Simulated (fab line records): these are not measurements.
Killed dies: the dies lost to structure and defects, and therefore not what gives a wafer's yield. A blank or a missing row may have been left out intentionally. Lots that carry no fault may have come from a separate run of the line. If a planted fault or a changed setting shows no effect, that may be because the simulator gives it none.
fab line records    flow sky130
record: lots: 10  wafers: 30  lastDay: 50
route steps=708 shown LDD_HVN@274 LDD_LDN@302 POLY_CUT@317 PAD_OPEN@708
lots that met no fault: from a run of the same line without faults
startH: start of the lot's first displayed wafer, in hours after the record's first day    waitH: hours from the lot's prior step to this one    " repeats the value in the row above    L1.1+2: a row that stands for several wafers    - no value present, or no start provided    * or withheld: withheld    < > ~ a bound
route shown NAME@n: names a module that has steps shown in the file, with the first one's number in the route    usual: mean/standard deviation of fault-free wafers    same: alike in all rows    chamber/n: place in a boat    sites: per-site readings    _std_site: standard deviation across them    _edge_site: inner sites' mean taken away from outer sites' mean    radiusMm: for every site, how far away it sits from the centre of the wafer    mask NAME#n: copy n    behind: the tool/chamber that last shaped the wafer    hold: reason for holding the lot/hours on hold/outcome of the hold    device: names the non-switching transistor (n, p or np)    end of line: tests run on the same wafers once the route is complete    a step given without rows: its recipe and nothing more    killed: dies lost to structure and defects at the first sort, not the wafer's yield    map: a wafer's dies, x killed, . not, _ none there
set.NAME: setting as actually run; set.NAME@STEP: the setting as run at that earlier step    model.NAME: the simulator's own value behind a step, which no gauge read
the route's steps for a sample of lots (tables are steps, rows are wafers)
services: a tool's chamber out of use, with start hour (startH, from the record's first day; less than 0 if before it), hours out, and reason
== steps ==
step: SKY_LDD_HVN_OVL_MEAS_07
usual: LDD_HVN_OVL: -1.0/1.6
lot.wafer  tool        chamber  startH  waitH  LDD_HVN_OVL[nm]
L779.1     overlay-01  -        483.38  0.1    -0.4
L779.3     "           -        "       "      -0.5
L779.5     "           -        "       "      -1.4
L780.1     overlay-01  -        484.33  0.1    -3.2
L780.3     "           -        "       "      -4.0
L780.5     "           -        "       "      -3.0
L783.2     overlay-02  -        521.72  0.1    -2.0
L783.3     "           -        "       "      -1.6
L783.4     "           -        "       "      -0.5
L784.2     overlay-02  -        526.27  0.1    0.7
L784.3     "           -        "       "      -0.8
L784.5     "           -        "       "      -1.1
L787.2     overlay-02  -        536.18  0.1    -2.5
L787.3     "           -        "       "      -1.7
L787.4     "           -        "       "      -1.9
L786.1     overlay-02  -        539.83  0.1    -0.5
L786.3     "           -        "       "      -2.1
L786.4     "           -        "       "      -3.7
L788.3     overlay-02  -        545.79  0.1    1.5
L788.4     "           -        "       "      2.0
L788.6     "           -        "       "      2.2
L799.2     overlay-01  -        640.92  0.1    0.2
L799.3     "           -        "       "      -1.8
L799.4     "           -        "       "      0.7
L800.2     overlay-02  -        652.27  0.1    -0.2
L800.4     "           -        "       "      -0.6
L800.5     "           -        "       "      0.1
L801.1     overlay-02  -        656.17  0.1    -1.2
L801.5     "           -        "       "      1.2
L801.6     "           -        "       "      0.3
step: SKY_LDD_HVN_STRIP_09
recipe: chemistry: O2/N2  powerW: 1400  pressureMtorr: 1500  platenTempC: withheld  o2FlowSccm: 3000  n2FlowSccm: 300  overashFraction: 0.5
usual: drypumpMotorCurrentA: 5.58/0.26  o2FlowSccm: 2999/8.4  oesProductAu: 0.408/0.0037  stripTimeToEndpointS: 4.145/0.015
lot.wafer  tool            chamber  startH  waitH  drypumpMotorCurrentA  o2FlowSccm  oesProductAu  rfHoursCounterH  stripTimeToEndpointS
L779.1     plasmaAsher-01  1        483.56  0.1    5.12                  2998        0.404         72               4.127
L779.3     "               0        "       "      5.70                  3002        0.407         -                4.135
L779.5     "               1        "       "      5.10                  2998        0.408         -                4.137
L780.1     plasmaAsher-02  0        484.51  0.1    5.55                  2994        0.406         33               4.157
L780.3     "               0        "       "      5.55                  3004        0.403         -                4.149
L780.5     "               1        "       "      5.85                  2986        0.409         -                4.156
L783.2     plasmaAsher-01  0        521.90  0.1    5.73                  2992        0.409         76               4.131
L783.3     "               1        "       "      5.10                  3002        0.410         -                4.145
L783.4     "               0        "       "      5.73                  3006        0.409         -                4.142
L784.2     plasmaAsher-02  0        526.45  0.1    5.58                  3003        0.406         37               4.145
L784.3     "               1        "       "      5.85                  2999        0.411         -                4.177
L784.5     "               0        "       "      5.54                  3012        0.408         -                4.165
L787.2     plasmaAsher-01  0        536.36  0.1    5.70                  2996        0.408         78               4.156
L787.3     "               1        "       "      5.10                  2989        0.409         -                4.146
L787.4     "               0        "       "      5.70                  2998        0.408         -                4.180
L786.1     plasmaAsher-03  1        540.01  0.1    5.74                  2996        0.405         9                4.139
L786.3     "               0        "       "      5.61                  2997        0.411         -                4.149
L786.4     "               1        "       "      5.75                  2999        0.414         -                4.149
L788.3     plasmaAsher-01  1        546.00  0.1    5.09                  3001        0.409         -                4.141
L788.4     "               0        "       "      5.70                  3004        0.410         -                4.152
L788.6     "               0        "       "      5.70                  3005        0.408         -                4.148
L799.2     plasmaAsher-02  0        641.10  0.1    5.57                  2991        0.406         49               4.162
L799.3     "               0        "       "      5.56                  2978        0.410         -                4.161
L799.4     "               1        "       "      5.85                  3015        0.421         -                4.157
L800.2     plasmaAsher-01  0        652.45  0.1    5.72                  3000        0.407         90               4.108
L800.4     "               0        "       "      5.71                  3002        0.411         -                4.131
L800.5     "               0        "       "      5.70                  3019        0.404         -                4.102
L801.1     plasmaAsher-01  1        656.35  0.1    5.10                  2994        0.413         90               4.179
L801.5     "               1        "       "      5.10                  2999        0.411         -                4.156
L801.6     "               0        "       "      5.72                  3003        0.407         -                4.167
step: SKY_LDD_LDN_TW_MEAS_13
usual: LDD_LDN_TW: 1488/8.9
lot.wafer  tool          chamber  startH  waitH  LDD_LDN_TW
L779.1     filmMetro-03  -        544.95  0.1    1501
L779.3     "             -        "       "      1494
L779.5     "             -        "       "      1495
L780.1     filmMetro-02  -        545.16  0.1    1488
L780.3     "             -        "       "      1482
L780.5     "             -        "       "      1478
L783.2     filmMetro-02  -        581.81  0.1    1491
L783.3     "             -        "       "      1491
L783.4     "             -        "       "      1486
L784.2     filmMetro-03  -        586.33  0.1    1505
L784.3     "             -        "       "      1490
L784.5     "             -        "       "      1492
L787.2     filmMetro-02  -        596.52  0.1    1482
L787.3     "             -        "       "      1488
L787.4     "             -        "       "      1496
L786.1     filmMetro-04  -        600.12  0.1    1475
L786.3     "             -        "       "      1475
L786.4     "             -        "       "      1473
L788.3     filmMetro-03  -        604.87  0.1    1504
L788.4     "             -        "       "      1500
L788.6     "             -        "       "      1494
L799.2     filmMetro-02  -        699.03  0.1    1489
L799.3     "             -        "       "      1492
L799.4     "             -        "       "      1493
L800.2     filmMetro-02  -        707.62  0.1    1482
L800.4     "             -        "       "      1492
L800.5     "             -        "       "      1485
L801.1     filmMetro-03  -        713.37  0.1    1496
L801.5     "             -        "       "      1508
L801.6     "             -        "       "      1502
step: SKY_POLY_CUT_ETCH_10
recipe: chemistry: N2/H2  target: BARC  ionEnergyEv: 200  sourceW: 500  biasW: 100  pressureMtorr: 30  n2FlowSccm: 100  h2FlowSccm: 200  stopOn: SiO2  timeS: 45.9  targetDepthA: 600
usual: biasW: 100.0/0.33  chamberPressureMTorr: 29.997/0.029  drypumpMotorCurrentA: 6.0/0.41  oesProductAu: 0.853/0.0044  rfFwdPowerW: 494.7/2.1  throttleValvePct: 13.224/0.009
lot.wafer  tool        chamber  startH  waitH  biasW  chamberPressureMTorr  drypumpMotorCurrentA  oesProductAu  rfFwdPowerW  rfHoursCounterH  throttleValvePct
L779.1     rieDiel-01  0        576.47  0.0    100.0  29.960                6.2                   0.855         495.4        8                13.228
L779.3     "           3        "       "      100.1  30.026                5.2                   0.848         496.0        6                13.229
L779.5     "           1        "       "      99.5   30.030                5.9                   0.861         498.0        -                13.231
L780.1     rieDiel-02  1        577.29  0.0    100.5  29.966                5.7                   0.854         489.9        74               13.209
L780.3     "           3        "       "      99.6   29.952                5.6                   0.854         493.9        37               13.228
L780.5     "           3        "       "      99.7   30.002                5.5                   0.852         496.1        -                13.224
L783.2     rieDiel-03  1        612.78  0.0    100.1  29.972                6.7                   0.854         498.4        4                13.221
L783.3     "           0        "       "      100.3  29.974                6.1                   0.851         493.5        41               13.211
L783.4     "           3        "       "      99.6   29.984                5.8                   0.857         496.7        2                13.218
L784.2     rieDiel-01  1        617.38  0.0    -      -                     -                     -             -            -                -
L784.3     "           0        "       "      -      -                     -                     -             -            -                -
L784.5     "           3        "       "      -      -                     -                     -             -            -                -
L787.2     rieDiel-03  0        627.78  0.0    -      -                     -                     -             -            -                -
L787.3     "           3        "       "      -      -                     -                     -             -            -                -
L787.4     "           2        "       "      -      -                     -                     -             -            -                -
L786.1     rieDiel-01  1        631.17  0.0    99.9   30.024                5.9                   0.848         494.8        7                13.233
L786.3     "           0        "       "      99.8   30.023                6.2                   0.847         494.6        9                13.222
L786.4     "           2        "       "      99.8   30.011                6.5                   0.863         493.1        1                13.221
L788.3     rieDiel-03  0        635.74  0.0    100.4  30.040                6.1                   0.851         493.6        41               13.207
L788.4     "           3        "       "      99.6   29.959                5.8                   0.851         493.9        2                13.229
L788.6     "           0        "       "      99.9   30.037                6.1                   0.851         494.4        -                13.213
L799.2     rieDiel-01  1        730.13  0.0    100.0  29.984                5.9                   0.850         496.8        9                13.220
L799.3     "           3        "       "      100.2  30.038                5.2                   0.860         496.2        10               13.234
L799.4     "           0        "       "      100.0  29.987                6.2                   0.854         494.3        12               13.236
L800.2     rieDiel-03  0        736.44  0.0    99.1   29.996                6.1                   0.846         492.6        43               13.223
L800.4     "           2        "       "      99.9   30.006                6.2                   0.853         494.2        7                13.236
L800.5     "           1        "       "      99.8   30.031                6.7                   0.847         495.6        -                13.212
L801.1     rieDiel-03  3        742.32  0.0    100.2  30.016                5.8                   0.849         495.9        4                13.229
L801.5     "           1        "       "      99.9   29.986                6.7                   0.854         494.3        -                13.212
L801.6     "           2        "       "      99.8   29.982                6.2                   0.858         494.5        -                13.243
step: SKY_POLY_CUT_ETCH_11
recipe: target: Si3N4  chemistry: CF4/CH2F2/Ar  stopOn: poly-Si  sourceW: 600  biasW: 150  pressureMtorr: 40  cf4FlowSccm: 40  ch2f2FlowSccm: 20  Ar_flow_sccm: 150  timeS: 42.5  targetDepthA: 600
usual: biasW: 150.1/0.48  cf4FlowSccm: 40.02/0.11  drypumpMotorCurrentA: 6.0/0.41  oesProductAu: 0.830/0.0066  rfFwdPowerW: 593.4/2.6  throttleValvePct: 14.994/0.0097
lot.wafer  tool        chamber  startH  waitH  biasW  cf4FlowSccm  drypumpMotorCurrentA  oesProductAu  rfFwdPowerW  rfHoursCounterH  throttleValvePct
L779.1     rieDiel-01  0        576.52  0.0    149.3  40.10        6.2                   0.813         592.9        8                14.985
L779.3     "           3        "       "      150.6  39.99        5.2                   0.828         593.5        6                14.980
L779.5     "           1        "       "      150.1  40.01        5.9                   0.826         594.1        -                14.979
L780.1     rieDiel-02  1        577.33  0.0    149.9  40.09        5.7                   0.836         586.2        74               14.975
L780.3     "           3        "       "      150.0  40.07        5.5                   0.839         593.0        37               14.984
L780.5     "           3        "       "      149.8  39.92        5.5                   0.838         595.3        -                15.010
L783.2     rieDiel-03  1        612.82  0.0    150.5  39.87        6.7                   0.822         591.6        4                14.996
L783.3     "           0        "       "      149.9  40.00        6.1                   0.822         592.8        41               14.991
L783.4     "           3        "       "      150.3  40.18        5.8                   0.829         594.9        2                14.985
L784.2     rieDiel-01  1        617.42  0.0    150.7  40.06        5.9                   0.374         595.0        6                14.941
L784.3     "           0        "       "      149.4  40.18        6.2                   0.380         594.5        9                14.970
L784.5     "           3        "       "      149.8  39.96        5.2                   0.371         592.8        -                14.958
L787.2     rieDiel-03  0        627.82  0.0    149.6  40.00        6.1                   0.377         595.3        41               14.952
L787.3     "           3        "       "      150.2  39.88        5.8                   0.382         595.5        2                14.949
L787.4     "           2        "       "      150.4  39.91        6.2                   0.375         592.4        5                14.967
L786.1     rieDiel-01  1        631.22  0.0    150.5  40.02        5.9                   0.840         593.8        7                14.996
L786.3     "           0        "       "      150.2  39.98        6.2                   0.832         595.9        9                14.989
L786.4     "           2        "       "      149.7  40.04        6.5                   0.835         590.5        1                14.985
L788.3     rieDiel-03  0        635.78  0.0    149.9  40.05        6.1                   0.828         595.4        41               14.992
L788.4     "           3        "       "      150.6  39.96        5.8                   0.835         594.7        2                14.981
L788.6     "           0        "       "      149.5  39.92        6.1                   0.823         593.7        -                14.999
L799.2     rieDiel-01  1        730.17  0.0    150.7  39.92        5.9                   0.836         595.9        9                15.000
L799.3     "           3        "       "      149.6  39.98        5.2                   0.836         592.1        10               14.989
L799.4     "           0        "       "      151.0  39.79        6.2                   0.831         593.4        12               14.981
L800.2     rieDiel-03  0        736.48  0.0    150.5  40.05        6.1                   0.842         597.8        43               15.017
L800.4     "           2        "       "      149.9  40.04        6.2                   0.833         596.3        7                15.002
L800.5     "           1        "       "      150.5  40.01        6.7                   0.835         591.5        -                14.990
L801.1     rieDiel-03  3        742.37  0.0    150.5  40.14        5.8                   0.823         591.1        4                14.996
L801.5     "           1        "       "      149.9  40.24        6.7                   0.818         590.7        -                15.006
L801.6     "           2        "       "      150.4  40.05        6.2                   0.828         593.4        -                14.989
step: SKY_POLY_CUT_STRIP_12
recipe: chemistry: O2/N2  powerW: 1400  pressureMtorr: 1500  platenTempC: withheld  o2FlowSccm: 3000  n2FlowSccm: 300  overashFraction: 0.5
usual: drypumpMotorCurrentA: 5.77/0.18  o2FlowSccm: 2999/8.4  oesProductAu: 0.452/0.0044  stripTimeToEndpointS: 5.354/0.018
lot.wafer  tool            chamber  startH  waitH  drypumpMotorCurrentA  o2FlowSccm  oesProductAu  rfHoursCounterH  stripTimeToEndpointS
L779.1     plasmaAsher-04  0        576.56  0.0    5.85                  2986        0.460         83               5.385
L779.3     "               1        "       "      6.14                  2999        0.460         -                5.373
L779.5     "               1        "       "      6.12                  3000        0.448         -                5.400
L780.1     plasmaAsher-04  0        577.37  0.0    5.86                  2996        0.447         84               5.355
L780.3     "               1        "       "      6.14                  2996        0.454         -                5.375
L780.5     "               1        "       "      6.14                  2993        0.452         -                5.382
L783.2     plasmaAsher-02  0        612.86  0.0    5.55                  2998        0.451         46               5.348
L783.3     "               1        "       "      5.85                  3006        0.444         -                5.309
L783.4     "               0        "       "      5.63                  2991        0.447         -                5.365
L784.2     plasmaAsher-03  0        617.46  0.0    5.64                  3010        0.462         17               5.599
L784.3     "               1        "       "      5.75                  3000        0.462         -                5.643
L784.5     "               0        "       "      5.62                  3011        0.463         -                5.602
L787.2     plasmaAsher-03  0        627.86  0.0    5.63                  2996        0.461         18               5.613
L787.3     "               0        "       "      5.63                  2999        0.474         -                5.632
L787.4     "               1        "       "      5.74                  3003        0.465         -                5.620
L786.1     plasmaAsher-02  1        631.26  0.0    5.83                  2984        0.454         48               5.375
L786.3     "               0        "       "      5.56                  2989        0.452         -                5.341
L786.4     "               1        "       "      5.85                  2998        0.455         -                5.364
L788.3     plasmaAsher-02  1        635.85  0.1    5.87                  3002        0.462         -                5.367
L788.4     "               0        "       "      5.60                  3009        0.453         -                5.356
L788.6     "               1        "       "      5.88                  2994        0.458         -                5.360
L799.2     plasmaAsher-04  0        730.21  0.0    5.83                  3012        0.456         99               5.336
L799.3     "               0        "       "      5.82                  2994        0.451         -                5.331
L799.4     "               1        "       "      6.12                  3003        0.453         -                5.342
L800.2     plasmaAsher-02  1        736.52  0.0    5.80                  2996        0.448         57               5.333
L800.4     "               0        "       "      5.55                  2996        0.445         -                5.359
L800.5     "               1        "       "      5.83                  3005        0.452         -                5.330
L801.1     plasmaAsher-02  0        742.41  0.0    5.53                  3000        0.456         58               5.399
L801.5     "               0        "       "      5.55                  3008        0.446         -                5.396
L801.6     "               1        "       "      5.86                  2993        0.454         -                5.391
step: SKY_PAD_OPEN_PROBE_99
usual: killed_at_M0_to_M3: 44/7.3  killed_at_M4_up: 3.4/1.7  killedAtContacts: 24/5.3  killedAtFrontEnd: 15/4.1  killedAtOther: 0.4/0.68  killedDies: 87/9.5  killedOnRim: 17/3.8  killedOpen: 48/7.1  killedShort: 39/5.8
same: grossDies: 492  killedAtBackSide: 0
lot.wafer  tool       chamber  startH   waitH  killed_at_M0_to_M3  killed_at_M4_up  killedAtContacts  killedAtFrontEnd  killedAtOther  killedDies  killedOnRim  killedOpen  killedShort
L780.1     prober-01  -        1088.90  0.1    45                  2                22                20                0              89          13           48          39
L780.3     prober-01  -        1089.00  0.2    49                  3                25                13                0              90          14           47          42
L780.5     prober-01  -        1089.10  0.2    47                  2                28                12                0              89          21           55          32
L783.2     prober-02  -        1112.75  0.1    46                  3                31                17                0              97          28           54          43
L783.3     prober-02  -        1112.80  0.2    46                  3                19                17                0              85          17           42          42
L783.4     prober-02  -        1112.85  0.2    48                  7                23                20                1              99          20           51          45
L784.2     prober-01  -        1114.25  0.1    47                  2                20                423               0              492         96           48          40
L784.3     prober-01  -        1114.30  0.2    44                  3                20                425               0              492         96           44          37
L784.5     prober-01  -        1114.40  0.2    37                  1                16                438               0              492         96           37          32
L787.2     prober-02  -        1122.45  0.1    36                  4                23                429               0              492         96           44          40
L787.3     prober-02  -        1122.50  0.2    47                  1                29                415               0              492         96           52          35
L787.4     prober-02  -        1122.55  0.2    38                  6                22                425               1              492         96           41          37
L786.1     prober-02  -        1125.34  0.1    45                  0                20                18                1              84          15           50          34
L786.3     prober-02  -        1125.44  0.2    51                  5                20                18                0              94          16           53          41
L786.4     prober-02  -        1125.49  0.2    45                  4                22                8                 0              79          16           51          28
L799.2     prober-02  -        1190.44  0.1    34                  5                16                17                0              72          11           35          37
L799.3     prober-02  -        1190.49  0.2    48                  2                25                11                1              87          19           53          32
L799.4     prober-02  -        1190.54  0.2    38                  3                33                9                 0              83          14           45          36
killed by level:class
L780.1 VIA1:geometricParticle:open=12 VIA3:geometricParticle:open=9 CONTACT:geometricParticle:open=8 VIA2:geometricParticle:open=8 FIELD_ISO:geometricParticle:short=7 METAL1:geometricParticle:short=7 POLY_GATE:geometricParticle:short=5 LI_CONTACT:geometricParticle:open=5
L780.3 VIA1:geometricParticle:open=10 VIA3:geometricParticle:open=9 CONTACT:geometricParticle:open=8 VIA2:geometricParticle:open=6 LI_CONTACT:geometricParticle:open=5 LOCAL_INTERCONNECT:geometricParticle:short=5 CONTACT:geometricParticle:short=5 METAL2:geometricParticle:short=5
L780.5 CONTACT:geometricParticle:open=15 VIA2:geometricParticle:open=10 VIA3:geometricParticle:open=9 VIA1:geometricParticle:open=8 LI_CONTACT:geometricParticle:open=5 METAL3:geometricParticle:short=5 CONTACT:geometricParticle:short=4 METAL2:geometricParticle:short=4
L783.2 CONTACT:geometricParticle:open=11 LI_CONTACT:geometricParticle:open=10 VIA2:geometricParticle:open=9 VIA1:geometricParticle:short=8 VIA1:geometricParticle:open=7 METAL2:geometricParticle:short=6 FIELD_ISO:geometricParticle:short=5 POLY_GATE:geometricParticle:open=5
L783.3 CONTACT:geometricParticle:open=11 VIA1:geometricParticle:open=10 VIA1:geometricParticle:short=9 FIELD_ISO:geometricParticle:open=6 METAL1:geometricParticle:short=6 FIELD_ISO:geometricParticle:short=5 METAL2:geometricParticle:short=5 POLY_GATE:geometricParticle:short=3
L783.4 METAL1:geometricParticle:short=9 VIA2:geometricParticle:open=8 VIA1:geometricParticle:open=8 LI_CONTACT:geometricParticle:open=7 CONTACT:geometricParticle:open=7 FIELD_ISO:geometricParticle:open=5 POLY_GATE:geometricParticle:short=5 VIA3:geometricParticle:open=5
L784.2 POLY_CUT:areaEtch=403 VIA1:geometricParticle:open=13 VIA2:geometricParticle:open=8 VIA3:geometricParticle:open=6 LI_CONTACT:geometricParticle:open=5 FIELD_ISO:geometricParticle:short=4 VIA1:geometricParticle:short=4 POLY_GATE:geometricParticle:open=4
L784.3 POLY_CUT:areaEtch=411 VIA1:geometricParticle:open=12 CONTACT:geometricParticle:open=9 VIA1:geometricParticle:short=6 VIA2:geometricParticle:short=6 VIA3:geometricParticle:open=5 POLY_GATE:geometricParticle:open=4 CONTACT:geometricParticle:short=4
L784.5 POLY_CUT:areaEtch=421 VIA3:geometricParticle:open=8 METAL3:geometricParticle:short=7 VIA1:geometricParticle:open=6 VIA2:geometricParticle:open=5 FIELD_ISO:geometricParticle:open=4 FIELD_ISO:geometricParticle:short=4 POLY_GATE:geometricParticle:short=4
L787.2 POLY_CUT:areaEtch=408 FIELD_ISO:geometricParticle:short=8 CONTACT:geometricParticle:open=7 METAL2:geometricParticle:short=6 VIA3:geometricParticle:open=6 VIA1:geometricParticle:open=6 POLY_GATE:geometricParticle:open=5 LOCAL_INTERCONNECT:geometricParticle:short=5
L787.3 POLY_CUT:areaEtch=405 VIA3:geometricParticle:open=11 LI_CONTACT:geometricParticle:open=10 CONTACT:geometricParticle:open=9 VIA1:geometricParticle:open=7 METAL2:geometricParticle:short=5 CONTACT:geometricParticle:short=5 VIA2:geometricParticle:open=5
L787.4 POLY_CUT:areaEtch=414 CONTACT:geometricParticle:open=9 VIA1:geometricParticle:open=8 VIA2:geometricParticle:open=8 VIA3:geometricParticle:open=7 METAL4:geometricParticle:short=6 CONTACT:geometricParticle:short=6 LOCAL_INTERCONNECT:geometricParticle:short=4
L786.1 LI_CONTACT:geometricParticle:open=10 VIA3:geometricParticle:open=10 VIA2:geometricParticle:open=8 VIA1:geometricParticle:open=6 METAL3:geometricParticle:short=5 FIELD_ISO:geometricParticle:open=4 POLY_GATE:geometricParticle:open=4 CONTACT:geometricParticle:open=4
L786.3 VIA1:geometricParticle:open=11 LI_CONTACT:geometricParticle:open=7 CONTACT:geometricParticle:open=6 METAL1:geometricParticle:short=6 VIA3:geometricParticle:short=6 VIA3:geometricParticle:open=6 POLY_GATE:geometricParticle:open=5 POLY_GATE:geometricParticle:short=5
L786.4 VIA1:geometricParticle:open=13 CONTACT:geometricParticle:open=10 VIA3:geometricParticle:open=7 LI_CONTACT:geometricParticle:open=6 VIA2:geometricParticle:open=4 VIA3:geometricParticle:short=4 METAL1:geometricParticle:open=3 VIA1:geometricParticle:short=3
L799.2 VIA1:geometricParticle:open=7 FIELD_ISO:geometricParticle:open=5 POLY_GATE:geometricParticle:short=5 METAL1:geometricParticle:short=5 VIA3:geometricParticle:open=5 LOCAL_INTERCONNECT:geometricParticle:short=4 CONTACT:geometricParticle:open=4 VIA3:geometricParticle:short=4
L799.3 CONTACT:geometricParticle:open=11 LI_CONTACT:geometricParticle:open=8 VIA1:geometricParticle:open=7 VIA1:geometricParticle:short=7 VIA3:geometricParticle:short=6 VIA2:geometricParticle:open=6 VIA3:geometricParticle:open=6 FIELD_ISO:geometricParticle:open=5
L799.4 CONTACT:geometricParticle:open=15 VIA1:geometricParticle:open=9 METAL1:geometricParticle:short=7 LI_CONTACT:geometricParticle:open=6 CONTACT:geometricParticle:short=6 VIA1:geometricParticle:short=6 VIA3:geometricParticle:open=5 FIELD_ISO:geometricParticle:open=4
== services ==
tool            chamber  startH  hours  kind
rieDiel-01      0        460.48  7.4    repair
plasmaAsher-02  -        469.28  0.7    repair
rieDiel-01      2        469.36  5.0    repair
rieDiel-03      3        477.03  -      clean
rieDiel-03      3        477.03  22.6   scheduledDown
rieDiel-03      3        477.03  22.6   ventCycle
rieDiel-03      0        493.80  6.2    repair
plasmaAsher-02  -        512.50  2.8    pm
plasmaAsher-04  -        523.82  28.1   pm
rieDiel-02      1        526.36  3.1    repair
rieDiel-01      1        543.92  21.0   repair
rieDiel-02      3        552.59  5.0    repair
plasmaAsher-03  -        596.98  0.6    repair
plasmaAsher-04  -        597.59  2.8    pm
plasmaAsher-01  -        629.95  2.7    repair
rieDiel-02      -        641.79  0.7    repair
rieDiel-02      -        646.08  2.8    pm
rieDiel-02      1        649.74  1.9    repair
plasmaAsher-03  -        651.58  1.5    repair
rieDiel-01      0        676.92  4.9    repair
plasmaAsher-02  -        720.21  6.1    repair
rieDiel-02      2        720.39  3.0    repair
plasmaAsher-04  -        733.75  9.0    pm
rieDiel-03      -        740.08  1.4    repair
== key ==
firstSign: step: SKY_POLY_CUT_ETCH_10  reading: toolRecord  direction: missing
effect: step: SKY_POLY_CUT_ETCH_11  reading: oesProductAu  direction: down  sigmas: 69  usual: 0.830  struck: 0.377
effect: step: SKY_POLY_CUT_STRIP_12  reading: stripTimeToEndpointS  direction: up  sigmas: 15  usual: *  struck: *
effect: step: SKY_PAD_OPEN_PROBE_99  reading: killedAtFrontEnd  direction: up  sigmas: 99+  usual: 15  struck: 426
moreKillsBornAt: SKY_POLY_CUT_ETCH_10@rieDiel-01: 1235  SKY_POLY_CUT_ETCH_10@rieDiel-03: 1227
metAt SKY_POLY_CUT_ETCH_10
struckLots L784,L787
laterRowsLeftOut L784.2,L784.3,L784.5,L787.2,L787.3,L787.4
testerLeftOut L784,L787
notActingAt SKY_LDD_HVN_OVL_MEAS_07,SKY_LDD_HVN_STRIP_09,SKY_LDD_LDN_TW_MEAS_13
onsetBetween 612.78 617.38
fault: kind: skippedStepWhole  tool: rieDiel-01,rieDiel-03  chamber: -  onsetH: 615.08  steps: SKY_POLY_CUT_ETCH_10  scope: struckLotsOnly
testerLeftOut: of these lots the tester's yield and bins aren't shown, on N5 and GAA mostly nor the transistor test; their killed dies are dies lost to structure and defects alone, not to doping, threshold or leakage, so they don't give the yield
laterRowsLeftOut: the simulator's readings of these wafers behind a module that went badly wrong aren't trusted and aren't shown, but for the sort
